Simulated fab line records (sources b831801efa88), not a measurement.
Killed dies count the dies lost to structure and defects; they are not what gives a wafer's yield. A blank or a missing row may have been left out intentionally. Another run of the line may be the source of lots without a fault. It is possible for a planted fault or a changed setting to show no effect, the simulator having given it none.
fab line records ; flow sky130 ; part 2 of 2: steps 23 to 32 of 32
record: lots: 5; wafers: 15; last-day: 49
route steps=708 shown VIA4@659 METAL5@661 PASSIVATION@681
lots that met no fault: from a run of the same line without faults
start-h: hours from the record's opening day to when the first of the lot's shown wafers began ; wait-h: hours from the lot's prior step to this one ; " unchanged from the row above ; L1.1+2: a single row standing in for several wafers ; - no value, or no start given ; * or withheld: withheld ; < > ~ a bound
route shown NAME@n: names a module that has steps shown in the file, with the first one's number in the route ; usual: average and standard deviation across the fault-free wafers ; same: alike in all rows ; chamber/n: place in a boat ; sites: each site's reading ; _std_site: standard deviation of those values ; _edge_site: outer sites' mean less inner sites' ; radius-mm: for every site, how far away it sits from the centre of the wafer ; mask NAME#n: copy n ; behind: the last tool/chamber to shape the wafer ; hold: reason for holding the lot/hours on hold/outcome of the hold ; device: names the non-switching transistor (n, p or np) ; end of line: tests of these same wafers at the route's end ; a step without rows: its recipe alone ; killed: count of dies lost to structure and defects at first sort (not the wafer's yield) ; map: per-die view of a wafer (x killed, . not killed, _ where there is no die)
set.NAME: the setting as run; set.NAME@STEP: as run at that earlier step ; model.NAME: the simulator's own value behind a step, which no gauge read
a table for each step, a row for each wafer; lots at some steps of the route
services: the hour from which a tool's chamber was out of use, counted from the record's first day as start-h (under 0 if before that day), plus the number of hours and why
== steps ==
step: SKY_PASSIVATION_CVD_00
recipe: material: SiO2; target-thk-nm: 90; temp-c: 400; time-s: withheld; rf-w: 600
usual: heater-power-w: 664/110
lot.wafer;tool;chamber;start-h;wait-h;heater-power-w
L076.2;pecvd-03;0;1045.47;0.0;595
L076.5;pecvd-03;0;1045.47;0.0;601
L076.6;pecvd-03;1;1045.47;0.0;720
L077.3;pecvd-01;2;1055.62;0.0;554
L077.4;pecvd-01;1;1055.62;0.0;487
L077.6;pecvd-01;0;1055.62;0.0;714
L081.3;pecvd-02;0;1086.10;0.0;685
L081.4;pecvd-02;0;1086.10;0.0;681
L081.5;pecvd-02;2;1086.10;0.0;589
L082.4;pecvd-03;2;1086.41;0.0;762
L082.5;pecvd-03;0;1086.41;0.0;625
L082.6;pecvd-03;1;1086.41;0.0;792
L091.1;pecvd-03;1;1136.70;0.0;723
L091.2;pecvd-03;0;1136.70;0.0;680
L091.4;pecvd-03;1;1136.70;0.0;716
step: SKY_PASSIVATION_THK_MEAS_01
recipe: reads: SiO2_of_PASSIVATION_CVD_00
usual: PASSIVATION_CVD_00_THK: 90.2/1.1
lot.wafer;tool;chamber;start-h;wait-h;PASSIVATION_CVD_00_THK[nm]
L076.2;film-metro-04;-;1045.50;-;89.0
L076.5;film-metro-04;-;1045.50;-;91.1
L076.6;film-metro-04;-;1045.50;-;92.2
L077.3;film-metro-01;-;1055.66;-;89.7
L077.4;film-metro-01;-;1055.66;-;92.4
L077.6;film-metro-01;-;1055.66;-;90.3
L081.3;film-metro-04;-;1086.14;-;89.5
L081.4;film-metro-04;-;1086.14;-;89.2
L081.5;film-metro-04;-;1086.14;-;90.2
L082.4;film-metro-01;-;1086.45;-;91.2
L082.5;film-metro-01;-;1086.45;-;90.7
L082.6;film-metro-01;-;1086.45;-;91.6
L091.1;film-metro-02;-;1136.72;-;90.1
L091.2;film-metro-02;-;1136.72;-;90.6
L091.4;film-metro-02;-;1136.72;-;91.8
step: SKY_PASSIVATION_CVD_02
recipe: material: Si3N4; target-thk-nm: 540; temp-c: 400; time-s: withheld; rf-w: 450
usual: heater-power-w: 745/100
lot.wafer;tool;chamber;start-h;wait-h;heater-power-w
L076.2;pecvd-02;0;1045.55;0.0;728
L076.5;pecvd-02;1;1045.55;0.0;843
L076.6;pecvd-02;2;1045.55;0.0;597
L077.3;pecvd-02;1;1055.70;0.0;947
L077.4;pecvd-02;2;1055.70;0.0;723
L077.6;pecvd-02;1;1055.70;0.0;944
L081.3;pecvd-01;0;1086.18;0.0;753
L081.4;pecvd-01;0;1086.18;0.0;785
L081.5;pecvd-01;2;1086.18;0.0;598
L082.4;pecvd-02;2;1086.59;0.1;669
L082.5;pecvd-02;0;1086.59;0.1;779
L082.6;pecvd-02;1;1086.59;0.1;853
L091.1;pecvd-02;1;1136.78;0.1;904
L091.2;pecvd-02;2;1136.78;0.1;671
L091.4;pecvd-02;1;1136.78;0.1;936
step: SKY_PASSIVATION_THK_MEAS_03
recipe: reads: Si3N4_of_PASSIVATION_CVD_02
usual: PASSIVATION_CVD_02_THK: 539/7.1
lot.wafer;tool;chamber;start-h;wait-h;PASSIVATION_CVD_02_THK[nm]
L076.2;film-metro-04;-;1045.79;-;531
L076.5;film-metro-04;-;1045.79;-;533
L076.6;film-metro-04;-;1045.79;-;539
L077.3;film-metro-04;-;1055.94;-;527
L077.4;film-metro-04;-;1055.94;-;538
L077.6;film-metro-04;-;1055.94;-;530
L081.3;film-metro-04;-;1086.42;-;535
L081.4;film-metro-04;-;1086.42;-;537
L081.5;film-metro-04;-;1086.42;-;541
L082.4;film-metro-04;-;1086.73;-;537
L082.5;film-metro-04;-;1086.73;-;544
L082.6;film-metro-04;-;1086.73;-;542
L091.1;film-metro-01;-;1137.12;-;542
L091.2;film-metro-01;-;1137.12;-;537
L091.4;film-metro-01;-;1137.12;-;548
step: SKY_PASSIVATION_DEHYDRATE_04
recipe: temp-c: 200; time-s: 60
usual: chill-plate-temp-C: 23.00/0.11
lot.wafer;tool;chamber;start-h;wait-h;chill-plate-temp-C
L076.2;litho-track-02;0;1056.10;10.3;23.00
L076.5;litho-track-02;0;1056.10;10.3;22.95
L076.6;litho-track-02;0;1056.10;10.3;22.94
L077.3;litho-track-01;0;1065.95;10.0;22.99
L077.4;litho-track-01;0;1065.95;10.0;23.02
L077.6;litho-track-01;0;1065.95;10.0;23.03
L081.3;litho-track-01;0;1096.20;9.8;23.01
L081.4;litho-track-01;0;1096.20;9.8;23.09
L081.5;litho-track-01;0;1096.20;9.8;23.02
L082.4;litho-track-01;0;1096.87;10.1;23.03
L082.5;litho-track-01;0;1096.87;10.1;22.95
L082.6;litho-track-01;0;1096.87;10.1;22.90
L091.1;litho-track-02;0;1145.68;8.6;23.05
L091.2;litho-track-02;0;1145.68;8.6;23.05
L091.4;litho-track-02;0;1145.68;8.6;22.91
step: SKY_PASSIVATION_HMDS_05
recipe: prime-time-s: 60; prime-temp-c: 120
usual: chill-plate-temp-C: 22.99/0.097
lot.wafer;tool;chamber;start-h;wait-h;chill-plate-temp-C
L076.2;litho-track-02;0;1056.25;0.1;23.09
L076.5;litho-track-02;0;1056.25;0.1;23.06
L076.6;litho-track-02;0;1056.25;0.1;23.24
L077.3;litho-track-01;0;1066.10;0.1;23.09
L077.4;litho-track-01;0;1066.10;0.1;22.97
L077.6;litho-track-01;0;1066.10;0.1;23.04
L081.3;litho-track-01;0;1096.35;0.1;22.88
L081.4;litho-track-01;0;1096.35;0.1;22.82
L081.5;litho-track-01;0;1096.35;0.1;22.95
L082.4;litho-track-01;0;1097.02;0.1;22.99
L082.5;litho-track-01;0;1097.02;0.1;22.90
L082.6;litho-track-01;0;1097.02;0.1;22.96
L091.1;litho-track-02;0;1145.83;0.1;22.87
L091.2;litho-track-02;0;1145.83;0.1;23.05
L091.4;litho-track-02;0;1145.83;0.1;22.92
step: SKY_PASSIVATION_COAT_06
recipe: spin-rpm: 2000; resist-thk-nm: 3000
usual: chill-plate-temp-C: 22.96/0.11
lot.wafer;tool;chamber;start-h;wait-h;chill-plate-temp-C
L076.2;litho-track-02;0;1056.40;0.1;22.85
L076.5;litho-track-02;0;1056.40;0.1;22.96
L076.6;litho-track-02;0;1056.40;0.1;22.94
L077.3;litho-track-01;0;1066.25;0.1;23.00
L077.4;litho-track-01;0;1066.25;0.1;22.92
L077.6;litho-track-01;0;1066.25;0.1;23.03
L081.3;litho-track-01;0;1096.50;0.1;23.02
L081.4;litho-track-01;0;1096.50;0.1;22.87
L081.5;litho-track-01;0;1096.50;0.1;22.97
L082.4;litho-track-01;0;1097.17;0.1;22.91
L082.5;litho-track-01;0;1097.17;0.1;23.02
L082.6;litho-track-01;0;1097.17;0.1;22.81
L091.1;litho-track-02;0;1145.98;0.1;23.07
L091.2;litho-track-02;0;1145.98;0.1;22.91
L091.4;litho-track-02;0;1145.98;0.1;23.09
step: SKY_PASSIVATION_SOFTBAKE_07
recipe: temp-c: 110; time-s: withheld
usual: chill-plate-temp-C: 22.98/0.11
lot.wafer;tool;chamber;start-h;wait-h;chill-plate-temp-C
L076.2;litho-track-02;0;1056.56;0.1;22.97
L076.5;litho-track-02;0;1056.56;0.1;23.09
L076.6;litho-track-02;0;1056.56;0.1;23.16
L077.3;litho-track-01;0;1066.42;0.1;22.96
L077.4;litho-track-01;0;1066.42;0.1;22.97
L077.6;litho-track-01;0;1066.42;0.1;22.98
L081.3;litho-track-01;0;1096.67;0.1;22.99
L081.4;litho-track-01;0;1096.67;0.1;22.86
L081.5;litho-track-01;0;1096.67;0.1;22.92
L082.4;litho-track-01;0;1097.35;0.1;23.04
L082.5;litho-track-01;0;1097.35;0.1;23.24
L082.6;litho-track-01;0;1097.35;0.1;23.23
L091.1;litho-track-02;0;1146.13;0.1;23.21
L091.2;litho-track-02;0;1146.13;0.1;23.05
L091.4;litho-track-02;0;1146.13;0.1;23.14
step: SKY_PASSIVATION_EXPOSE_08
recipe: mask-id: NSM; target-cd-nm: 3000; na: 0.57; dose-mj: 260
usual: reticle-temp-C: 22.98/0.1
lot.wafer;tool;chamber;start-h;wait-h;mask;reticle-temp-C
L076.2;iline-stepper-01;0;-;-;NSM#0;22.79
L076.5;iline-stepper-01;0;-;-;NSM#0;22.85
L076.6;iline-stepper-01;0;-;-;NSM#0;22.87
L077.3;iline-stepper-02;0;-;-;NSM#0;22.98
L077.4;iline-stepper-02;0;-;-;NSM#0;23.07
L077.6;iline-stepper-02;0;-;-;NSM#0;22.95
L081.3;iline-stepper-01;0;-;-;NSM#0;22.94
L081.4;iline-stepper-01;0;-;-;NSM#0;22.94
L081.5;iline-stepper-01;0;-;-;NSM#0;22.92
L082.4;iline-stepper-01;0;-;-;NSM#0;22.94
L082.5;iline-stepper-01;0;-;-;NSM#0;22.94
L082.6;iline-stepper-01;0;-;-;NSM#0;23.01
L091.1;iline-stepper-02;0;-;-;NSM#0;22.79
L091.2;iline-stepper-02;0;-;-;NSM#0;23.05
L091.4;iline-stepper-02;0;-;-;NSM#0;22.93
step: SKY_PASSIVATION_PEB_09
recipe: temp-c: 115; time-s: withheld
usual: chill-plate-temp-C: 22.99/0.11
lot.wafer;tool;chamber;start-h;wait-h;chill-plate-temp-C
L076.2;litho-track-01;0;-;-;23.04
L076.5;litho-track-01;0;-;-;23.00
L076.6;litho-track-01;0;-;-;22.97
L077.3;litho-track-03;0;-;-;23.15
L077.4;litho-track-03;0;-;-;23.05
L077.6;litho-track-03;0;-;-;23.12
L081.3;litho-track-02;0;-;-;22.89
L081.4;litho-track-02;0;-;-;23.13
L081.5;litho-track-02;0;-;-;22.88
L082.4;litho-track-01;0;-;-;22.99
L082.5;litho-track-01;0;-;-;23.04
L082.6;litho-track-01;0;-;-;23.13
L091.1;litho-track-02;0;-;-;22.79
L091.2;litho-track-02;0;-;-;22.83
L091.4;litho-track-02;0;-;-;22.99
== services ==
tool;chamber;start-h;hours;kind
litho-track-04;-;1000.50;-;consumable-replace:filter
wet-bench-03;-;1011.99;0.8;repair
iline-stepper-02;-;1014.80;1.7;pm
rie-metal-02;1;1020.09;14.6;repair
pvd-sputter-04;-;1030.74;2.0;repair
pvd-sputter-04;-;1030.76;1.6;repair
rie-metal-04;-;1044.85;1.4;pm
rie-metal-04;1;1047.10;5.7;repair
plasma-asher-02;-;1055.25;9.0;pm
cmp-01;-;1055.68;0.8;repair
pvd-sputter-04;1;1058.27;-;consumable-replace:kit
pvd-sputter-04;1;1058.27;18.0;scheduled-down
pvd-sputter-01;-;1064.10;3.9;repair
pecvd-01;-;1064.18;0.5;repair
rie-metal-04;-;1068.89;2.8;pm
rie-metal-03;1;1079.22;8.5;repair
iline-stepper-02;-;1092.13;9.8;repair
pecvd-01;-;1098.40;0.8;repair
pecvd-03;1;1121.40;1.8;repair
pecvd-02;0;1129.86;3.1;repair
pecvd-02;0;1134.18;3.9;repair
iline-stepper-01;-;1136.93;1.7;pm
rie-metal-02;-;1142.49;14.6;pm
cmp-01;-;1146.40;10.5;pm
